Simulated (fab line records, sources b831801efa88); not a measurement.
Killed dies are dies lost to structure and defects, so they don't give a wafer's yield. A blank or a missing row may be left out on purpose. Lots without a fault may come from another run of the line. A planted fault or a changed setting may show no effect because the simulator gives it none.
fab line records | flow sky130
record lots=11 wafers=33 last_day=50
route steps=708 shown VT_ADJUST_LVTN@115 POLY_GATE@230 POLY_CUT@319 VIA2@508 PAD_OPEN@708
lots that met no fault: from a run of the same line without faults
start_h: hours from the record's first day to the start of the lot's first wafer shown | wait_h: hours since the lot's step before | " the same as in the row above | L1.1+2: a row that stands for several wafers | - no value, or no start given | * or withheld: withheld | < > ~ a bound
route shown NAME@n: a module of which the file shows steps, and the number in the route of the first | usual: mean/standard deviation of fault-free wafers | same: alike in all rows | chamber/n: place in a boat | sites: the reading at each site | _std_site: their standard deviation | _edge_site: outer sites' mean less inner sites' | radius_mm: how far each site lies from the wafer's centre | mask NAME#n: copy n | behind: the tool/chamber that last shaped the wafer | hold: why the lot was held/for how many hours/how that ended | device: the transistor (n, p or np) that didn't switch | end of line: the same wafers' tests at the end of the route | a step without rows: its recipe alone | killed: dies lost to structure and defects at the first sort, not the wafer's yield | map: a wafer's dies, x killed, . not, _ none there
set.NAME: the setting as run; set.NAME@STEP: as run at that earlier step | model.NAME: the simulator's own value behind a step, which no gauge read
steps of the route over a sample of lots; a table a step, a row a wafer
services: from which hour (start_h, from the record's first day; less than 0 if before it) a tool's chamber was out of use, for how many hours, and why
## steps
# step SKY_VT_ADJUST_LVTN_OVL_MEAS_18
# usual VT_ADJUST_LVTN_01_OVL=-1.5/1.2
# columns lot.wafer tool chamber start_h wait_h VT_ADJUST_LVTN_01_OVL[nm]
L298.2 overlay-01 - 156.09 0.1 -2.0
L298.3 " - " " -1.4
L298.5 " - " " -1.2
L299.1 overlay-02 - 165.35 0.1 -2.3
L299.4 " - " " -0.3
L299.6 " - " " -3.0
L307.1 overlay-01 - 234.20 0.1 -0.1
L307.4 " - " " -0.6
L307.5 " - " " -3.1
L308.2 overlay-02 - 237.39 0.1 -1.6
L308.3 " - " " -2.4
L308.5 " - " " -3.4
L310.4 overlay-02 - 244.43 0.1 -0.8
L310.5 " - " " -0.3
L310.6 " - " " 1.4
L309.2 overlay-01 - 245.62 0.1 -1.2
L309.3 " - " " -2.0
L309.4 " - " " 0.0
L312.3 overlay-02 - 255.05 0.1 -2.8
L312.4 " - " " -2.7
L312.6 " - " " -1.3
L313.2 overlay-01 - 265.49 0.1 -0.9
L313.3 " - " " -0.5
L313.4 " - " " -1.3
L316.1 overlay-01 - 281.99 0.2 0.2
L316.2 " - " " -1.8
L316.3 " - " " -2.8
L318.3 overlay-02 - 301.67 0.1 -1.9
L318.4 " - " " -1.2
L318.5 " - " " -1.0
L320.2 overlay-02 - 313.25 0.1 -2.0
L320.3 " - " " -1.2
L320.4 " - " " -1.3
# step SKY_POLY_GATE_ETCH_16
# recipe stop_on=poly-Si chemistry=CH3F/O2 target=Si3N4 source_w=400 bias_w=80 pressure_mtorr=25 ch3f_flow_sccm=40 O2_flow_sccm=30 time_s=147.5 target_depth_a=750
# usual O2_flow_sccm=30.02/0.097 bias_w=79.99/0.25 drypump_motor_current_A=5.8/0.42 oes_product_au=0.640/0.0053 throttle_valve_pct=10.534/0.0096 time_s=147.5/0
# columns lot.wafer tool chamber start_h wait_h O2_flow_sccm bias_w drypump_motor_current_A oes_product_au rf_hours_counter_h throttle_valve_pct time_s
L298.2 rie_diel-01 3 355.94 0.0 30.02 79.69 6.4 0.643 4 10.546 147.5
L298.3 " 1 " " 29.91 79.76 6.0 0.645 2 10.548 147.5
L298.5 " 1 " " 29.90 79.97 6.0 0.648 - 10.540 147.5
L299.1 rie_diel-03 2 376.74 0.0 30.16 79.77 5.7 0.635 10 10.541 147.5
L299.4 " 1 " " 30.00 79.88 6.2 0.637 0 10.526 147.5
L299.6 " 1 " " 29.97 79.92 6.2 0.643 - 10.536 147.5
L307.1 rie_diel-04 0 472.52 0.0 - - - - - - -
L307.4 " 1 " " - - - - - - -
L307.5 " 1 " " - - - - - - -
L308.2 rie_diel-03 0 473.40 0.0 - - - - - - -
L308.3 " 1 " " - - - - - - -
L308.5 " 3 " " - - - - - - -
L310.4 rie_diel-03 0 483.24 0.0 29.99 79.89 5.0 0.637 4 10.546 147.5
L310.5 " 3 " " 30.04 80.11 6.0 0.638 - 10.529 147.5
L310.6 " 0 " " 29.88 79.68 5.0 0.648 - 10.535 147.5
L309.2 rie_diel-04 1 485.14 0.0 - - - - - - -
L309.3 " 2 " " - - - - - - -
L309.4 " 0 " " - - - - - - -
L312.3 rie_diel-04 2 496.10 0.0 30.09 79.83 5.4 0.638 3 10.539 147.5
L312.4 " 0 " " 30.02 80.22 5.6 0.642 17 10.544 147.5
L312.6 " 3 " " 30.02 79.89 6.0 0.631 - 10.536 147.5
L313.2 rie_diel-04 0 504.60 0.0 29.92 80.03 5.6 0.643 17 10.528 147.5
L313.3 " 1 " " 30.01 80.45 5.2 0.642 77 10.534 147.5
L313.4 " 2 " " 29.98 80.06 5.4 0.635 - 10.557 147.5
L316.1 rie_diel-03 1 525.38 0.0 29.89 80.02 6.2 0.645 2 10.528 147.5
L316.2 " 0 " " 30.05 80.12 5.0 0.641 5 10.536 147.5
L316.3 " 2 " " 30.00 79.90 5.7 0.636 12 10.536 147.5
L318.3 rie_diel-04 2 547.05 0.0 29.90 80.35 5.4 0.640 4 10.565 147.5
L318.4 " 1 " " 30.03 80.03 5.2 0.635 78 10.531 147.5
L318.5 " 0 " " 29.82 79.99 5.6 0.626 - 10.562 147.5
L320.2 rie_diel-03 2 564.98 0.0 29.99 79.83 5.7 0.635 13 10.519 147.5
L320.3 " 1 " " 29.95 80.56 6.2 0.630 3 10.539 147.5
L320.4 " 3 " " 30.18 79.77 6.0 0.641 39 10.540 147.5
# step SKY_POLY_GATE_STRIP_18
# recipe chemistry=O2/N2 power_w=1400 pressure_mtorr=1500 platen_temp_c=withheld o2_flow_sccm=3000 n2_flow_sccm=300 overash_fraction=0.5
# usual drypump_motor_current_A=5.7/0.59 oes_product_au=0.361/0.0048 strip_time_to_endpoint_s=3.18/0.034
# columns lot.wafer tool chamber start_h wait_h drypump_motor_current_A oes_product_au rf_hours_counter_h strip_time_to_endpoint_s
L298.2 plasma_asher-02 0 356.09 0.0 6.0 0.361 66 3.17
L298.3 " 0 " " 6.0 0.368 - 3.20
L298.5 " 1 " " 5.8 0.356 - 3.15
L299.1 plasma_asher-04 0 376.89 0.0 4.8 0.358 26 3.12
L299.4 " 0 " " 4.9 0.360 - 3.21
L299.6 " 0 " " 4.8 0.363 - 3.17
L307.1 plasma_asher-04 1 472.68 0.0 6.2 0.414 39 4.37
L307.4 " 0 " " 4.9 0.407 - 4.35
L307.5 " 1 " " 6.2 0.402 - 4.35
L308.2 plasma_asher-04 1 473.55 0.0 6.2 0.401 39 4.36
L308.3 " 0 " " 4.9 0.420 - 4.36
L308.5 " 0 " " 4.9 0.405 - 4.33
L310.4 plasma_asher-04 0 483.42 0.1 4.9 0.360 - 3.19
L310.5 " 1 " " 6.2 0.363 - 3.19
L310.6 " 0 " " 4.9 0.354 - 3.17
L309.2 plasma_asher-01 0 485.29 0.0 5.2 0.416 63 4.34
L309.3 " 0 " " 5.2 0.411 - 4.36
L309.4 " 1 " " 6.3 0.405 - 4.37
L312.3 plasma_asher-02 1 496.28 0.1 5.8 0.362 - 3.19
L312.4 " 0 " " 6.0 0.365 - 3.21
L312.6 " 1 " " 5.8 0.361 - 3.22
L313.2 plasma_asher-04 0 504.75 0.0 4.9 0.356 42 3.21
L313.3 " 0 " " 4.8 0.363 - 3.14
L313.4 " 1 " " 6.2 0.356 - 3.18
L316.1 plasma_asher-01 1 525.54 0.0 6.3 0.363 66 3.21
L316.2 " 0 " " 5.2 0.367 66 3.14
L316.3 " 1 " " 6.3 0.361 - 3.16
L318.3 plasma_asher-04 1 547.23 0.1 6.2 0.366 - 3.22
L318.4 " 0 " " 4.9 0.368 - 3.18
L318.5 " 0 " " 4.8 0.367 - 3.17
L320.2 plasma_asher-01 0 565.17 0.1 5.2 0.364 70 3.17
L320.3 " 1 " " 6.3 0.356 - 3.26
L320.4 " 0 " " 5.2 0.368 - 3.24
# step SKY_POLY_CUT_STRIP_12
# recipe chemistry=O2/N2 power_w=1400 pressure_mtorr=1500 platen_temp_c=withheld o2_flow_sccm=3000 n2_flow_sccm=300 overash_fraction=0.5
# usual drypump_motor_current_A=5.6/0.53 oes_product_au=0.453/0.0049 strip_time_to_endpoint_s=5.363/0.019
# columns lot.wafer tool chamber start_h wait_h drypump_motor_current_A oes_product_au rf_hours_counter_h strip_time_to_endpoint_s
L298.2 plasma_asher-01 1 545.31 0.0 6.3 0.454 68 5.362
L298.3 " 0 " " 5.2 0.449 - 5.344
L298.5 " 1 " " 6.3 0.447 - 5.341
L299.1 plasma_asher-03 1 568.22 0.0 5.8 0.452 13 5.357
L299.4 " 0 " " 4.8 0.445 - 5.355
L299.6 " 0 " " 4.8 0.449 - 5.342
L308.2 plasma_asher-02 1 658.65 0.0 5.8 0.447 96 5.368
L308.3 " 0 " " 6.0 0.457 - 5.369
L308.5 " 0 " " 6.0 0.449 - 5.370
L307.1 plasma_asher-03 1 658.86 0.0 5.8 0.458 22 5.351
L307.4 " 1 " " 5.9 0.453 - 5.397
L307.5 " 0 " " 4.8 0.451 - 5.377
L310.4 plasma_asher-03 1 667.78 0.1 5.9 0.452 - 5.366
L310.5 " 0 " " 4.8 0.456 - 5.358
L310.6 " 1 " " 5.8 0.451 - 5.354
L309.2 plasma_asher-01 0 669.26 0.0 5.1 0.454 81 5.397
L309.3 " 1 " " 6.3 0.451 - 5.380
L309.4 " 0 " " 5.2 0.460 - 5.369
L312.3 plasma_asher-01 0 675.20 0.1 5.2 0.458 - 5.380
L312.4 " 1 " " 6.3 0.452 - 5.349
L312.6 " 1 " " 6.3 0.460 - 5.360
L313.2 plasma_asher-01 1 685.65 0.0 6.3 0.455 82 5.328
L313.3 " 0 " " 5.2 0.459 - 5.342
L313.4 " 1 " " 6.3 0.451 - 5.366
L316.1 plasma_asher-03 0 703.25 0.0 4.8 0.462 26 5.361
L316.2 " 1 " " 5.9 0.454 26 5.361
L316.3 " 1 " " 5.9 0.454 - 5.368
L318.3 plasma_asher-03 1 726.45 0.1 5.8 0.444 - 5.340
L318.4 " 0 " " 4.8 0.457 - 5.354
L318.5 " 1 " " 5.8 0.449 - 5.357
L320.2 plasma_asher-03 1 741.82 0.0 5.9 0.456 30 5.360
L320.3 " 0 " " 4.8 0.452 - 5.373
L320.4 " 1 " " 5.9 0.450 - 5.361
# step SKY_VIA2_THK_MEAS_01
# recipe reads=SiO2_of_VIA2_HDPCVD_00
# usual VIA2_HDPCVD_THK=1183/11
# columns lot.wafer tool chamber start_h wait_h VIA2_HDPCVD_THK[nm]
L298.2 film_metro-01 - 811.04 0.1 1162
L298.3 " - " " 1150
L298.5 " - " " 1165
L299.1 film_metro-03 - 831.15 0.1 1185
L299.4 " - " " 1202
L299.6 " - " " 1183
L310.4 film_metro-01 - 919.80 0.0 1188
L310.5 " - " " 1181
L310.6 " - " " 1196
L312.3 film_metro-01 - 923.97 0.1 1180
L312.4 " - " " 1177
L312.6 " - " " 1165
L313.2 film_metro-03 - 936.89 0.1 1171
L313.3 " - " " 1187
L313.4 " - " " 1186
L316.1 film_metro-01 - 948.61 0.1 1195
L316.2 " - " " 1207
L316.3 " - " " 1206
L318.3 film_metro-04 - 969.03 0.1 1189
L318.4 " - " " 1185
L318.5 " - " " 1172
L320.2 film_metro-03 - 983.99 0.1 1179
L320.3 " - " " 1183
L320.4 " - " " 1175
# step SKY_PAD_OPEN_PROBE_99
# usual killed_at_M0_to_M3=44/7.5 killed_at_M4_up=2.9/1.8 killed_at_contacts=24/5.1 killed_at_front_end=16/4.7 killed_at_other=0.3/0.46 killed_dies=87/9.9 killed_on_rim=17/4.5 killed_open=47/8 killed_short=39/6.3
# same gross_dies=492 killed_at_back_side=0
# columns lot.wafer tool chamber start_h wait_h killed_at_M0_to_M3 killed_at_M4_up killed_at_contacts killed_at_front_end killed_at_other killed_dies killed_on_rim killed_open killed_short
L308.2 prober-02 - 1145.30 0.1 39 0 28 425 0 492 96 63 29
L308.3 prober-02 - 1145.35 0.2 39 2 27 423 1 492 96 47 41
L308.5 prober-02 - 1145.45 0.2 46 3 17 426 0 492 96 53 34
L307.1 prober-01 - 1147.52 0.1 42 3 22 425 0 492 96 49 33
L307.4 prober-01 - 1147.67 0.2 45 3 20 424 0 492 96 49 34
L307.5 prober-01 - 1147.72 0.2 36 2 21 433 0 492 96 37 40
L310.4 prober-01 - 1153.47 0.2 42 3 21 24 1 91 18 43 46
L310.5 prober-01 - 1153.52 0.2 51 7 23 23 0 104 15 53 50
L310.6 prober-01 - 1153.57 0.2 41 1 16 14 0 72 15 35 37
L309.2 prober-02 - 1154.25 0.1 42 1 22 427 0 492 96 47 35
L309.3 prober-02 - 1154.30 0.2 45 2 24 421 0 492 96 62 29
L309.4 prober-02 - 1154.35 0.2 33 2 24 432 1 492 96 41 35
L313.2 prober-02 - 1163.55 0.1 48 5 24 10 0 87 14 41 45
L313.3 prober-02 - 1163.60 0.2 52 7 19 10 0 88 19 59 29
L313.4 prober-02 - 1163.65 0.2 38 5 33 15 1 92 18 56 31
# killed by level:class
L308.2 POLY_GATE:area_etch=400 VIA1:geometric_particle:open=14 CONTACT:geometric_particle:open=12 VIA3:geometric_particle:open=10 LI_CONTACT:geometric_particle:open=7 POLY_GATE:geometric_particle:short=6 SPACER:geometric_particle:open=6 POLY_GATE:geometric_particle:open=5
L308.3 POLY_GATE:area_etch=402 CONTACT:geometric_particle:open=11 VIA1:geometric_particle:open=9 VIA3:geometric_particle:open=8 METAL1:geometric_particle:short=7 POLY_GATE:geometric_particle:open=6 LI_CONTACT:geometric_particle:open=6 FIELD_ISO:geometric_particle:short=5
L308.5 POLY_GATE:area_etch=401 VIA1:geometric_particle:open=15 POLY_GATE:geometric_particle:open=9 VIA2:geometric_particle:open=7 VIA3:geometric_particle:open=7 LI_CONTACT:geometric_particle:open=6 CONTACT:geometric_particle:short=5 VIA1:geometric_particle:short=4
L307.1 POLY_GATE:area_etch=410 VIA1:geometric_particle:open=14 CONTACT:geometric_particle:open=9 METAL2:geometric_particle:short=7 VIA2:geometric_particle:open=6 LI_CONTACT:geometric_particle:open=5 FIELD_ISO:geometric_particle:short=4 POLY_GATE:geometric_particle:open=4
L307.4 POLY_GATE:area_etch=409 VIA1:geometric_particle:open=10 VIA2:geometric_particle:open=9 CONTACT:geometric_particle:open=8 POLY_GATE:geometric_particle:short=5 METAL1:geometric_particle:short=5 VIA3:geometric_particle:open=5 SPACER:geometric_particle:open=4
L307.5 POLY_GATE:area_etch=415 VIA1:geometric_particle:open=7 VIA2:geometric_particle:open=7 CONTACT:geometric_particle:short=6 LI_CONTACT:geometric_particle:open=5 CONTACT:geometric_particle:open=5 FIELD_ISO:geometric_particle:open=4 SPACER:geometric_particle:short=4
L310.4 VIA1:geometric_particle:open=9 CONTACT:geometric_particle:open=8 VIA2:geometric_particle:open=8 POLY_GATE:geometric_particle:short=7 POLY_GATE:geometric_particle:open=6 VIA1:geometric_particle:short=5 METAL1:geometric_particle:short=5 METAL2:geometric_particle:short=4
L310.5 VIA1:geometric_particle:open=14 METAL1:geometric_particle:short=10 CONTACT:geometric_particle:open=10 FIELD_ISO:geometric_particle:open=8 FIELD_ISO:geometric_particle:short=6 VIA1:geometric_particle:short=6 LI_CONTACT:geometric_particle:open=6 VIA2:geometric_particle:open=6
L310.6 METAL2:geometric_particle:short=7 METAL1:geometric_particle:short=7 VIA1:geometric_particle:open=6 VIA3:geometric_particle:open=5 POLY_GATE:geometric_particle:open=4 LI_CONTACT:geometric_particle:open=4 LOCAL_INTERCONNECT:geometric_particle:short=4 CONTACT:geometric_particle:open=4
L309.2 POLY_GATE:area_etch=410 VIA1:geometric_particle:open=11 VIA3:geometric_particle:open=11 LI_CONTACT:geometric_particle:open=8 CONTACT:geometric_particle:short=8 FIELD_ISO:geometric_particle:open=6 METAL1:geometric_particle:short=5 METAL2:geometric_particle:short=5
L309.3 POLY_GATE:area_etch=401 VIA3:geometric_particle:open=15 CONTACT:geometric_particle:open=13 FIELD_ISO:geometric_particle:open=9 VIA2:geometric_particle:open=8 VIA1:geometric_particle:open=7 VIA1:geometric_particle:short=5 FIELD_ISO:geometric_particle:short=4
L309.4 POLY_GATE:area_etch=416 VIA3:geometric_particle:open=8 FIELD_ISO:geometric_particle:open=6 LI_CONTACT:geometric_particle:open=6 LOCAL_INTERCONNECT:geometric_particle:short=6 METAL1:geometric_particle:short=6 CONTACT:geometric_particle:open=5 METAL2:geometric_particle:short=5
L313.2 LOCAL_INTERCONNECT:geometric_particle:short=7 METAL1:geometric_particle:short=7 VIA1:geometric_particle:open=7 LI_CONTACT:geometric_particle:open=5 METAL3:geometric_particle:short=5 VIA3:geometric_particle:short=5 METAL1:geometric_particle:open=5 VIA2:geometric_particle:open=5
L313.3 VIA1:geometric_particle:open=13 LI_CONTACT:geometric_particle:open=8 VIA3:geometric_particle:open=8 VIA2:geometric_particle:open=7 METAL4:geometric_particle:short=5 CONTACT:geometric_particle:open=4 METAL1:geometric_particle:short=4 METAL3:geometric_particle:short=4
L313.4 CONTACT:geometric_particle:open=17 VIA3:geometric_particle:open=10 VIA1:geometric_particle:open=9 LOCAL_INTERCONNECT:geometric_particle:short=6 LI_CONTACT:geometric_particle:open=6 METAL1:geometric_particle:short=4 FIELD_ISO:geometric_particle:short=3 CONTACT:geometric_particle:short=3
## services
# columns tool chamber start_h hours kind
plasma_asher-01 - 366.47 4.3 pm
rie_diel-04 - 369.67 0.1 repair
plasma_asher-01 - 374.77 24.6 pm
rie_diel-04 - 379.59 0.1 repair
rie_diel-04 0 384.19 8.8 repair
rie_diel-03 0 387.97 2.2 repair
plasma_asher-01 - 399.42 15.6 pm
plasma_asher-03 - 402.37 28.1 pm
plasma_asher-02 - 416.96 1.8 repair
plasma_asher-03 - 430.47 9.0 pm
plasma_asher-02 - 431.94 6.0 repair
plasma_asher-03 - 475.91 0.8 repair
rie_diel-03 1 492.29 4.8 repair
rie_diel-03 2 499.18 10.0 repair
rie_diel-04 3 503.87 4.4 repair
rie_diel-03 0 527.25 10.3 repair
rie_diel-04 1 583.34 15.1 repair
plasma_asher-02 - 586.94 1.7 repair
rie_diel-03 - 595.10 2.8 pm
rie_diel-03 2 602.86 2.9 repair
rie_diel-03 0 698.99 3.4 repair
rie_diel-03 1 700.62 23.7 repair
plasma_asher-02 - 715.90 0.7 repair
rie_diel-04 - 734.91 1.2 repair
## key
first_sign step=SKY_POLY_GATE_ETCH_16 reading=tool_record direction=missing
effect step=SKY_POLY_GATE_STRIP_18 reading=strip_time_to_endpoint_s direction=up sigmas=34 usual=* struck=*
effect step=SKY_PAD_OPEN_PROBE_99 reading=killed_at_front_end direction=up sigmas=86 usual=16 struck=426
more_kills_born_at SKY_POLY_GATE_ETCH_16@rie_diel-04=2452 SKY_POLY_GATE_ETCH_16@rie_diel-03=1199
met_at SKY_POLY_GATE_ETCH_16
struck_lots L307,L308,L309
later_rows_left_out L307.1,L307.4,L307.5,L308.2,L308.3,L308.5,L309.2,L309.3,L309.4
tester_left_out L307,L308,L309
not_acting_at SKY_VT_ADJUST_LVTN_OVL_MEAS_18,SKY_POLY_CUT_STRIP_12,SKY_VIA2_THK_MEAS_01
onset_between 376.74 472.52
fault kind=skipped_step_whole tool=rie_diel-03,rie_diel-04 chamber=- onset_h=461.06 steps=SKY_POLY_GATE_ETCH_16 scope=struck_lots_only
# tester_left_out: of these lots the tester's yield and bins aren't shown, on N5 and GAA mostly nor the transistor test; their killed dies are dies lost to structure and defects alone, not to doping, threshold or leakage, so they don't give the yield
# later_rows_left_out: the simulator's readings of these wafers behind a module that went badly wrong aren't trusted and aren't shown, but for the sort
